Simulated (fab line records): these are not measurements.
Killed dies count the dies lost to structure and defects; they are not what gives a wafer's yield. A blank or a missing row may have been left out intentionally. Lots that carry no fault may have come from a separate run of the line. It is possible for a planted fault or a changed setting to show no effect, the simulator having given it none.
fab line records	flow sky130	part 1 of 2: steps 1 to 24 of 33
[record] lots = 5	wafers = 15	last_day = 48
route steps=708 shown LOCAL_INTERCONNECT@392 CONTACT@406
lots with no fault: from the same line, run without faults
start_h: the number of hours between the record's first day and the start of the first shown wafer of the lot	wait_h: time in hours since the lot's previous step	" unchanged from the row above	L1.1+2: a row that stands for several wafers	- no value, or no start was given	* or withheld: withheld	< > ~ a bound
route shown NAME@n: names a module that has steps shown in the file, with the first one's number in the route	usual: average and standard deviation across the fault-free wafers	same: alike in all rows	chamber/n: place in a boat	sites: readings site by site	_std_site: how widely they spread, as a standard deviation	_edge_site: mean of outer sites minus mean of inner sites	radius_mm: for every site, how far away it sits from the centre of the wafer	mask NAME#n: copy n	behind: the most recent tool/chamber to have shaped the wafer	hold: the reason the lot was held/the length of the hold in hours/how it ended	device: whichever transistor did not switch (one of n, p or np)	end of line: the tests these same wafers got at the end of their route	a step with no rows: only its recipe	killed: count of dies lost to structure and defects at first sort (not the wafer's yield)	map: a wafer's dies, x killed, . not, _ none there
set.NAME: setting as actually run; set.NAME@STEP: the setting as run at that earlier step	model.NAME: the simulator's own value behind a step, which no gauge read
a table for each step, a row for each wafer; lots at some steps of the route
services: from which hour (start_h, from the record's first day; less than 0 if before it) a tool's chamber was out of use, for how many hours, and why
[[steps]]
[step SKY_LOCAL_INTERCONNECT_COAT_05]
[recipe] resist = BARC	temp_c = withheld	time_s = withheld	spin_rpm = 3000	resist_thk_nm = 60
[usual] chill_plate_temp_C = *	spin_speed_rpm = 2999.8/1.6
lot.wafer	tool	chamber	start_h	wait_h	chill_plate_temp_C	spin_speed_rpm
L080.4	litho_track-02	0	748.57	0.1	*	2995.5
L080.5	"	0	"	"	*	3000.4
L080.6	"	0	"	"	*	2998.3
L082.3	litho_track-01	0	771.40	0.1	*	2998.5
L082.5	"	0	"	"	*	3002.8
L082.6	"	0	"	"	*	2999.3
L083.2	litho_track-02	0	775.97	0.1	*	3000.0
L083.3	"	0	"	"	*	3001.1
L083.5	"	0	"	"	*	2996.8
L085.1	litho_track-01	0	783.30	0.1	*	3002.3
L085.3	"	0	"	"	*	2999.2
L085.6	"	0	"	"	*	2996.2
L087.1	litho_track-04	0	801.55	0.1	*	2997.6
L087.2	"	0	"	"	*	2999.4
L087.3	"	0	"	"	*	3000.0
[step SKY_LOCAL_INTERCONNECT_COAT_06]
[recipe] resist = KrF-thick	spin_rpm = 3000	resist_thk_nm = 450
[usual] chill_plate_temp_C = 23.00/0.1	spin_speed_rpm = 2999.7/1.9
lot.wafer	tool	chamber	start_h	wait_h	chill_plate_temp_C	spin_speed_rpm
L080.4	litho_track-02	0	-	-	23.02	2997.5
L080.5	"	0	"	"	23.13	3002.6
L080.6	"	0	"	"	23.15	3001.2
L082.3	litho_track-01	0	-	-	22.95	2999.9
L082.5	"	0	"	"	22.98	2998.1
L082.6	"	0	"	"	22.99	2998.0
L083.2	litho_track-02	0	-	-	22.94	2999.9
L083.3	"	0	"	"	22.86	2999.7
L083.5	"	0	"	"	23.04	3000.6
L085.1	litho_track-01	0	-	-	22.98	2996.6
L085.3	"	0	"	"	22.89	3000.6
L085.6	"	0	"	"	22.99	2996.2
L087.1	litho_track-04	0	-	-	23.10	3000.2
L087.2	"	0	"	"	23.29	2998.0
L087.3	"	0	"	"	22.92	3001.5
[step SKY_LOCAL_INTERCONNECT_SOFTBAKE_07]
[recipe] temp_c = 100	time_s = 90	resist = KrF-thick
[usual] chill_plate_temp_C = 23.00/0.12
lot.wafer	tool	chamber	start_h	wait_h	chill_plate_temp_C
L080.4	litho_track-02	0	-	-	23.02
L080.5	"	0	"	"	23.05
L080.6	"	0	"	"	22.93
L082.3	litho_track-01	0	-	-	22.86
L082.5	"	0	"	"	22.87
L082.6	"	0	"	"	22.90
L083.2	litho_track-02	0	-	-	23.02
L083.3	"	0	"	"	22.84
L083.5	"	0	"	"	23.06
L085.1	litho_track-01	0	-	-	23.09
L085.3	"	0	"	"	23.15
L085.6	"	0	"	"	23.01
L087.1	litho_track-04	0	-	-	23.09
L087.2	"	0	"	"	22.96
L087.3	"	0	"	"	23.07
[step SKY_LOCAL_INTERCONNECT_EXPOSE_08]
[recipe] mask_id = LI1M	na = 0.8	source_shape = annular	sigma_inner = 0.55	sigma_outer = 0.85	target_cd_nm = 170	dose_mj = 28
lot.wafer	tool	chamber	start_h	wait_h	mask
L080.4+5+6	krf_scanner-01	0	-	-	LI1M#0
L082.3+5+6	krf_scanner-02	0	-	-	LI1M#0
L083.2+3+5	krf_scanner-02	0	-	-	LI1M#0
L085.1+3+6	krf_scanner-01	0	-	-	LI1M#0
L087.1+2+3	krf_scanner-01	0	-	-	LI1M#0
[step SKY_LOCAL_INTERCONNECT_PEB_09]
[recipe] peb_temp_c = withheld	peb_time_s = withheld	resist = KrF-thick
[usual] chill_plate_temp_C = *
lot.wafer	tool	chamber	start_h	wait_h	chill_plate_temp_C
L080.4	litho_track-02	0	-	-	*
L080.5	"	0	"	"	*
L080.6	"	0	"	"	*
L082.3	litho_track-01	0	-	-	*
L082.5	"	0	"	"	*
L082.6	"	0	"	"	*
L083.2	litho_track-01	0	-	-	*
L083.3	"	0	"	"	*
L083.5	"	0	"	"	*
L085.1	litho_track-04	0	-	-	*
L085.3	"	0	"	"	*
L085.6	"	0	"	"	*
L087.1	litho_track-02	0	-	-	*
L087.2	"	0	"	"	*
L087.3	"	0	"	"	*
[step SKY_LOCAL_INTERCONNECT_DEVELOP_10]
[recipe] develop_time_s = 60	resist = KrF-thick	dev_temp_c = 21
[usual] chill_plate_temp_C = 22.98/0.1
lot.wafer	tool	chamber	start_h	wait_h	chill_plate_temp_C
L080.4	litho_track-02	0	-	-	23.01
L080.5	"	0	"	"	22.92
L080.6	"	0	"	"	23.09
L082.3	litho_track-01	0	-	-	23.09
L082.5	"	0	"	"	22.86
L082.6	"	0	"	"	22.99
L083.2	litho_track-01	0	-	-	23.23
L083.3	"	0	"	"	22.83
L083.5	"	0	"	"	22.90
L085.1	litho_track-04	0	-	-	22.97
L085.3	"	0	"	"	23.03
L085.6	"	0	"	"	22.99
L087.1	litho_track-02	0	-	-	23.06
L087.2	"	0	"	"	22.93
L087.3	"	0	"	"	23.06
[step SKY_LOCAL_INTERCONNECT_CD_MEAS_11]
[recipe] target_cd_nm = 170
[usual] cd_nm = 169.9/1.4
lot.wafer	tool	chamber	start_h	wait_h	cd_nm
L080.4	cd_sem-01	-	763.20	-	170.2
L080.5	"	-	"	"	168.3
L080.6	"	-	"	"	170.7
L082.3	cd_sem-01	-	785.44	-	169.3
L082.5	"	-	"	"	169.2
L082.6	"	-	"	"	169.6
L083.2	cd_sem-02	-	789.37	-	170.7
L083.3	"	-	"	"	170.5
L083.5	"	-	"	"	170.3
L085.1	cd_sem-02	-	796.70	-	168.3
L085.3	"	-	"	"	170.0
L085.6	"	-	"	"	169.4
L087.1	cd_sem-02	-	815.29	-	170.0
L087.2	"	-	"	"	169.5
L087.3	"	-	"	"	172.0
[step SKY_LOCAL_INTERCONNECT_OVL_MEAS_12]
[usual] LOCAL_INTERCONNECT_OVL = 1/6.5
lot.wafer	tool	chamber	start_h	wait_h	LOCAL_INTERCONNECT_OVL[nm]
L080.4	overlay-01	-	763.28	0.1	-3
L080.5	"	-	"	"	-3
L080.6	"	-	"	"	0
L082.3	overlay-02	-	785.53	0.1	14
L082.5	"	-	"	"	11
L082.6	"	-	"	"	8
L083.2	overlay-02	-	789.48	0.1	4
L083.3	"	-	"	"	-1
L083.5	"	-	"	"	2
L085.1	overlay-01	-	796.82	0.1	-16
L085.3	"	-	"	"	-9
L085.6	"	-	"	"	5
L087.1	overlay-01	-	815.41	0.1	3
L087.2	"	-	"	"	-4
L087.3	"	-	"	"	2
[step SKY_LOCAL_INTERCONNECT_ETCH_13]
[recipe] chemistry = N2/H2	target = BARC	ion_energy_ev = 200	bias_w = 100	pressure_mtorr = 30	n2_flow_sccm = 100	h2_flow_sccm = 200	icp_w = 500	stop_on = SiO2	time_s = 45.9	target_depth_a = 600
[usual] drypump_motor_current_A = 5.8/0.5	he_backside_leak_sccm = 3.23/0.19	oes_product_au = 0.854/0.0045	throttle_valve_pct = 13.225/0.0094
lot.wafer	tool	chamber	start_h	wait_h	drypump_motor_current_A	he_backside_leak_sccm	oes_product_au	rf_hours_counter_h	throttle_valve_pct
L080.4	rie_metal-01	0	763.36	0.1	5.1	3.23	0.847	-	13.231
L080.5	"	0	"	"	5.1	3.26	0.851	-	13.231
L080.6	"	0	"	"	5.1	3.24	0.856	-	13.245
L082.3	rie_metal-04	1	785.58	0.0	6.4	3.54	0.856	-	13.214
L082.5	"	1	"	"	6.3	3.30	0.856	-	13.222
L082.6	"	0	"	"	6.1	3.26	0.846	-	13.220
L083.2	rie_metal-02	0	789.51	0.0	5.0	3.29	0.853	14	13.219
L083.3	"	1	"	"	5.8	3.27	0.852	-	13.233
L083.5	"	1	"	"	5.8	3.40	0.852	-	13.230
L085.1	rie_metal-04	0	796.86	0.0	6.1	3.20	0.855	11	13.214
L085.3	"	0	"	"	6.1	3.19	0.861	-	13.222
L085.6	"	0	"	"	6.1	3.03	0.852	-	13.229
L087.1	rie_metal-02	1	815.45	0.0	5.8	3.30	0.847	16	13.232
L087.2	"	0	"	"	5.0	3.34	0.863	15	13.245
L087.3	"	0	"	"	5.0	3.14	0.851	-	13.230
[step SKY_LOCAL_INTERCONNECT_METAL_ETCH_14]
[recipe] target_depth_nm = 110	stop_on = PSG	chemistry = Cl2/BCl3	target = TiN	resist_sidewall_deg = 88	pressure_mtorr = 10	icp_w = 900	bias_w = 48.5	Cl2_flow_sccm = 60	bcl3_flow_sccm = 30	time_s = 31.4
[usual] drypump_motor_current_A = 5.8/0.51	he_backside_leak_sccm = 3.23/0.18	oes_product_au = 0.940/0.0084	throttle_valve_pct = 21.902/0.0099
lot.wafer	tool	chamber	start_h	wait_h	drypump_motor_current_A	he_backside_leak_sccm	oes_product_au	rf_hours_counter_h	throttle_valve_pct
L080.4	rie_metal-01	0	763.48	0.1	5.1	3.19	0.939	-	21.903
L080.5	"	0	"	"	5.1	3.02	0.942	-	21.899
L080.6	"	0	"	"	5.1	3.02	0.947	-	21.881
L082.3	rie_metal-04	1	785.64	0.0	6.3	3.32	0.945	-	21.892
L082.5	"	1	"	"	6.3	3.45	0.948	-	21.894
L082.6	"	0	"	"	6.1	3.33	0.952	-	21.905
L083.2	rie_metal-02	0	789.57	0.0	5.0	3.07	0.933	14	21.916
L083.3	"	1	"	"	5.8	3.50	0.926	-	21.914
L083.5	"	1	"	"	5.8	3.47	0.926	-	21.922
L085.1	rie_metal-04	0	796.99	0.1	6.0	3.33	0.952	11	21.894
L085.3	"	0	"	"	6.1	3.42	0.930	-	21.903
L085.6	"	0	"	"	6.1	3.40	0.948	-	21.891
L087.1	rie_metal-02	1	815.51	0.0	5.8	3.14	0.934	16	21.903
L087.2	"	0	"	"	5.0	2.88	0.948	15	21.887
L087.3	"	0	"	"	5.0	2.86	0.940	-	21.901
[step SKY_LOCAL_INTERCONNECT_STRIP_15]
[recipe] chemistry = O2/N2	power_w = 1400	pressure_mtorr = 1500	platen_temp_c = withheld	o2_flow_sccm = 3000	n2_flow_sccm = 300	overash_fraction = 0.5
[usual] drypump_motor_current_A = 6.12/0.23	oes_product_au = 0.427/0.0044	strip_time_to_endpoint_s = 4.722/0.022
lot.wafer	tool	chamber	start_h	wait_h	drypump_motor_current_A	oes_product_au	rf_hours_counter_h	strip_time_to_endpoint_s
L080.4	plasma_asher-03	0	763.56	0.1	5.83	0.430	-	4.723
L080.5	"	0	"	"	5.82	0.421	-	4.702
L080.6	"	1	"	"	6.51	0.421	-	4.747
L082.3	plasma_asher-04	1	785.71	0.1	6.25	0.427	-	4.714
L082.5	"	1	"	"	6.24	0.425	-	4.683
L082.6	"	0	"	"	6.03	0.430	-	4.714
L083.2	plasma_asher-01	0	789.62	0.0	6.15	0.424	93	4.724
L083.3	"	0	"	"	6.17	0.435	-	4.715
L083.5	"	0	"	"	6.16	0.433	-	4.728
L085.1	plasma_asher-04	0	797.09	0.1	6.06	0.414	38	4.688
L085.3	"	0	"	"	6.05	0.422	-	4.697
L085.6	"	1	"	"	6.22	0.423	-	4.729
L087.1	plasma_asher-04	0	815.56	0.0	6.02	0.431	40	4.776
L087.2	"	1	"	"	6.25	0.432	40	4.716
L087.3	"	0	"	"	6.01	0.431	-	4.730
[step SKY_LOCAL_INTERCONNECT_STRIP_16]
[recipe] chemistry = post_etch_residue_remover	time_s = 1200	temp_c = 72.5
[usual] bath_heat_duty_pct = 16.2/1.7
lot.wafer	tool	chamber	start_h	wait_h	bath_heat_duty_pct
L080.4	wet_bench-02	1	763.63	0.0	15.6
L080.5	"	1	"	"	15.7
L080.6	"	1	"	"	15.4
L082.3	wet_bench-04	2	785.77	0.0	18.4
L082.5	"	2	"	"	16.7
L082.6	"	2	"	"	17.1
L083.2	wet_bench-03	3	789.72	0.1	12.8
L083.3	"	3	"	"	13.1
L083.5	"	3	"	"	14.9
L085.1	wet_bench-03	2	797.19	0.1	14.8
L085.3	"	2	"	"	15.0
L085.6	"	2	"	"	16.4
L087.1	wet_bench-04	2	815.66	0.1	16.0
L087.2	"	2	"	"	18.2
L087.3	"	2	"	"	17.8
[step SKY_LOCAL_INTERCONNECT_CLEAN_17]
[recipe] chemistry = IPA	time_s = 180	temp_c = 25
[usual] bath_heat_duty_pct = 6.7/0.9
lot.wafer	tool	chamber	start_h	wait_h	bath_heat_duty_pct
L080.4	wet_bench-04	0	763.97	0.0	6.6
L080.5	"	0	"	"	6.3
L080.6	"	0	"	"	6.8
L082.3	wet_bench-02	3	786.15	0.0	7.4
L082.5	"	3	"	"	7.5
L082.6	"	3	"	"	7.1
L083.2	wet_bench-04	3	790.06	0.0	6.6
L083.3	"	3	"	"	6.9
L083.5	"	3	"	"	6.6
L085.1	wet_bench-02	3	797.53	0.0	6.9
L085.3	"	3	"	"	6.7
L085.6	"	3	"	"	7.3
L087.1	wet_bench-02	3	816.00	0.0	7.7
L087.2	"	3	"	"	7.2
L087.3	"	3	"	"	7.2
[step SKY_LOCAL_INTERCONNECT_CLEAN_18]
[recipe] chemistry = O3/DIW	dry = n2_spin
lot.wafer	tool	chamber	start_h	wait_h
L080.4+5+6	wet_bench-03	3	764.10	0.0
L082.3+5+6	wet_bench-03	0	786.21	0.0
L083.2+3+5	wet_bench-02	2	790.12	0.0
L085.1+3+6	wet_bench-04	3	797.59	0.0
L087.1+2+3	wet_bench-03	3	816.06	0.0
[step SKY_CONTACT_CVD_00]
[recipe] material = Si3N4	target_thk_nm = 75	temp_c = 400	time_s = withheld	rf_w = 450
[usual] heater_power_w = 720/110
lot.wafer	tool	chamber	start_h	wait_h	heater_power_w
L080.4	pecvd-01	1	764.20	0.0	740
L080.5	"	2	"	"	636
L080.6	"	0	"	"	842
L082.3	pecvd-03	0	786.30	0.0	655
L082.5	"	0	"	"	647
L082.6	"	1	"	"	660
L083.2	pecvd-01	2	790.21	0.0	710
L083.3	"	1	"	"	742
L083.5	"	0	"	"	750
L085.1	pecvd-03	0	797.68	0.0	645
L085.3	"	1	"	"	653
L085.6	"	0	"	"	656
L087.1	pecvd-02	1	816.17	0.0	794
L087.2	"	0	"	"	566
L087.3	"	2	"	"	1040
[step SKY_CONTACT_THK_MEAS_01]
[recipe] reads = Si3N4_of_CONTACT_CVD_00
[usual] CONTACT_CVD_00_THK = 74.9/0.9
lot.wafer	tool	chamber	start_h	wait_h	CONTACT_CVD_00_THK[nm]
L080.4	film_metro-04	-	764.25	-	74.3
L080.5	"	-	"	"	76.0
L080.6	"	-	"	"	74.9
L082.3	film_metro-04	-	786.35	-	75.2
L082.5	"	-	"	"	76.1
L082.6	"	-	"	"	75.5
L083.2	film_metro-01	-	790.26	-	75.4
L083.3	"	-	"	"	74.7
L083.5	"	-	"	"	76.1
L085.1	film_metro-04	-	797.71	-	73.3
L085.3	"	-	"	"	74.3
L085.6	"	-	"	"	75.1
L087.1	film_metro-01	-	816.20	-	75.1
L087.2	"	-	"	"	75.0
L087.3	"	-	"	"	74.5
[step SKY_CONTACT_HDPCVD_02]
[recipe] material = SiO2	target_thk_nm = 565	sigma_open_frac = 0.3	time_s = 94.2	temp_c = 600	sih4_flow_sccm = 61.91	pressure_mtorr = 6
[usual] sih4_flow_sccm = 61.92/0.17
lot.wafer	tool	chamber	start_h	wait_h	sih4_flow_sccm
L080.4	hdpcvd-01	1	764.31	0.1	61.93
L080.5	"	0	"	"	61.69
L080.6	"	2	"	"	62.06
L082.3	hdpcvd-02	1	786.39	0.0	61.91
L082.5	"	2	"	"	61.93
L082.6	"	1	"	"	61.86
L083.2	hdpcvd-02	2	790.31	0.0	62.09
L083.3	"	0	"	"	61.85
L083.5	"	0	"	"	61.85
L085.1	hdpcvd-01	0	797.77	0.1	61.99
L085.3	"	1	"	"	61.89
L085.6	"	0	"	"	61.88
L087.1	hdpcvd-01	1	816.26	0.1	61.94
L087.2	"	2	"	"	61.78
L087.3	"	2	"	"	62.03
[step SKY_CONTACT_THK_MEAS_03]
[recipe] reads = SiO2_of_CONTACT_HDPCVD_02
[usual] CONTACT_HDPCVD_THK = 581/5.3
lot.wafer	tool	chamber	start_h	wait_h	CONTACT_HDPCVD_THK[nm]
L080.4	film_metro-01	-	764.38	0.0	586
L080.5	"	-	"	"	580
L080.6	"	-	"	"	581
L082.3	film_metro-02	-	786.48	0.1	574
L082.5	"	-	"	"	583
L082.6	"	-	"	"	573
L083.2	film_metro-04	-	790.39	0.0	589
L083.3	"	-	"	"	579
L083.5	"	-	"	"	576
L085.1	film_metro-02	-	797.84	0.0	584
L085.3	"	-	"	"	581
L085.6	"	-	"	"	584
L087.1	film_metro-04	-	816.37	0.1	580
L087.2	"	-	"	"	578
L087.3	"	-	"	"	585
[step SKY_CONTACT_CMP_04]
[recipe] material = SiO2	down_force_psi = 4	platen_rpm = 60	pad_velocity_m_s = 0.94248
[usual] edge_zone_pressure_frac = 1.000/0.0053	motor_current_A = 11.5/1.2	time_to_endpoint_s = 88/4.8
lot.wafer	tool	chamber	start_h	wait_h	edge_zone_pressure_frac	motor_current_A	time_to_endpoint_s
L080.4	cmp-01	3	764.47	0.1	1.005	9.0	95
L080.5	"	2	"	"	1.003	10.1	88
L080.6	"	3	"	"	1.006	9.7	92
L082.3	cmp-02	1	786.62	0.1	0.998	11.5	82
L082.5	"	3	"	"	0.999	12.3	84
L082.6	"	0	"	"	0.998	11.5	81
L083.2	cmp-01	3	790.44	0.0	0.999	9.3	93
L083.3	"	2	"	"	0.995	10.1	90
L083.5	"	0	"	"	1.000	12.3	90
L085.3	cmp-02	1	797.90	0.0	0.994	12.2	92
L085.1	"	2	"	"	1.003	13.1	78
L085.6	"	1	"	"	1.001	11.4	90
L087.2	cmp-02	0	816.48	0.1	1.003	12.2	88
L087.1	"	1	"	"	1.008	12.5	91
L087.3	"	2	"	"	1.001	13.6	84
[step SKY_CONTACT_BOW_MEAS_05]
[recipe] mode = bow
[usual] CONTACT_BOW = 82/7.1
lot.wafer	tool	chamber	start_h	wait_h	CONTACT_BOW[um]
L080.4	film_metro-01	-	764.78	0.3	85
L080.5	"	-	"	"	87
L080.6	"	-	"	"	71
L082.3	film_metro-02	-	786.86	0.2	72
L082.5	"	-	"	"	88
L082.6	"	-	"	"	85
L083.2	film_metro-01	-	790.76	0.3	90
L083.3	"	-	"	"	77
L083.5	"	-	"	"	95
L085.1	film_metro-04	-	798.20	0.2	94
L085.3	"	-	"	"	82
L085.6	"	-	"	"	92
L087.1	film_metro-02	-	816.73	0.1	89
L087.2	"	-	"	"	85
L087.3	"	-	"	"	88
[step SKY_CONTACT_DEHYDRATE_06]
[recipe] temp_c = 200	time_s = 60
[usual] chill_plate_temp_C = 22.98/0.098
lot.wafer	tool	chamber	start_h	wait_h	chill_plate_temp_C
L080.4	litho_track-03	0	777.13	12.3	22.79
L080.5	"	0	"	"	22.99
L080.6	"	0	"	"	22.83
L082.3	litho_track-04	0	799.90	13.0	22.98
L082.5	"	0	"	"	23.08
L082.6	"	0	"	"	23.08
L083.2	litho_track-03	0	804.03	13.3	23.00
L083.3	"	0	"	"	22.79
L083.5	"	0	"	"	22.95
L085.1	litho_track-02	0	811.24	13.0	23.16
L085.3	"	0	"	"	23.00
L085.6	"	0	"	"	23.12
L087.1	litho_track-03	0	829.76	13.0	23.16
L087.2	"	0	"	"	22.88
L087.3	"	0	"	"	22.97
[step SKY_CONTACT_HMDS_07]
[recipe] prime_time_s = 60	prime_temp_c = 120
[usual] chill_plate_temp_C = 23.01/0.092
lot.wafer	tool	chamber	start_h	wait_h	chill_plate_temp_C
L080.4	litho_track-03	0	777.28	0.1	22.94
L080.5	"	0	"	"	23.00
L080.6	"	0	"	"	22.81
L082.3	litho_track-04	0	800.05	0.1	22.96
L082.5	"	0	"	"	23.14
L082.6	"	0	"	"	22.98
L083.2	litho_track-03	0	804.18	0.1	22.97
L083.3	"	0	"	"	22.96
L083.5	"	0	"	"	22.93
L085.1	litho_track-02	0	811.39	0.1	22.96
L085.3	"	0	"	"	23.16
L085.6	"	0	"	"	22.95
L087.1	litho_track-03	0	829.91	0.1	23.06
L087.2	"	0	"	"	23.09
L087.3	"	0	"	"	22.88
[step SKY_CONTACT_COAT_08]
[recipe] resist = BARC	temp_c = withheld	time_s = withheld	spin_rpm = 3000	resist_thk_nm = 60
[usual] chill_plate_temp_C = *	spin_speed_rpm = 3000.0/1.7
lot.wafer	tool	chamber	start_h	wait_h	chill_plate_temp_C	spin_speed_rpm
L080.4	litho_track-03	0	777.43	0.1	*	3000.7
L080.5	"	0	"	"	*	2996.5
L080.6	"	0	"	"	*	2999.8
L082.3	litho_track-04	0	800.20	0.1	*	3001.1
L082.5	"	0	"	"	*	2999.7
L082.6	"	0	"	"	*	3002.1
L083.2	litho_track-03	0	804.33	0.1	*	3000.4
L083.3	"	0	"	"	*	3000.7
L083.5	"	0	"	"	*	3002.9
L085.1	litho_track-02	0	811.54	0.1	*	3000.9
L085.3	"	0	"	"	*	3001.1
L085.6	"	0	"	"	*	3000.6
L087.1	litho_track-03	0	830.06	0.1	*	3000.4
L087.2	"	0	"	"	*	2997.6
L087.3	"	0	"	"	*	3000.7
[step SKY_CONTACT_COAT_09]
[recipe] resist = KrF-thick	spin_rpm = 3000	resist_thk_nm = 450
[usual] chill_plate_temp_C = 22.99/0.11	spin_speed_rpm = 2999.8/1.9
lot.wafer	tool	chamber	start_h	wait_h	chill_plate_temp_C	spin_speed_rpm
L080.4	litho_track-03	0	-	-	23.02	3003.7
L080.5	"	0	"	"	22.84	3000.1
L080.6	"	0	"	"	22.73	2999.5
L082.3	litho_track-04	0	-	-	22.86	2999.7
L082.5	"	0	"	"	22.89	3002.0
L082.6	"	0	"	"	22.86	2999.7
L083.2	litho_track-03	0	-	-	23.15	2998.9
L083.3	"	0	"	"	23.11	2999.0
L083.5	"	0	"	"	23.06	3001.6
L085.1	litho_track-02	0	-	-	23.11	3002.0
L085.3	"	0	"	"	22.93	3002.6
L085.6	"	0	"	"	23.06	2999.2
L087.1	litho_track-03	0	-	-	22.90	2995.4
L087.2	"	0	"	"	22.92	2997.7
L087.3	"	0	"	"	22.95	2995.4
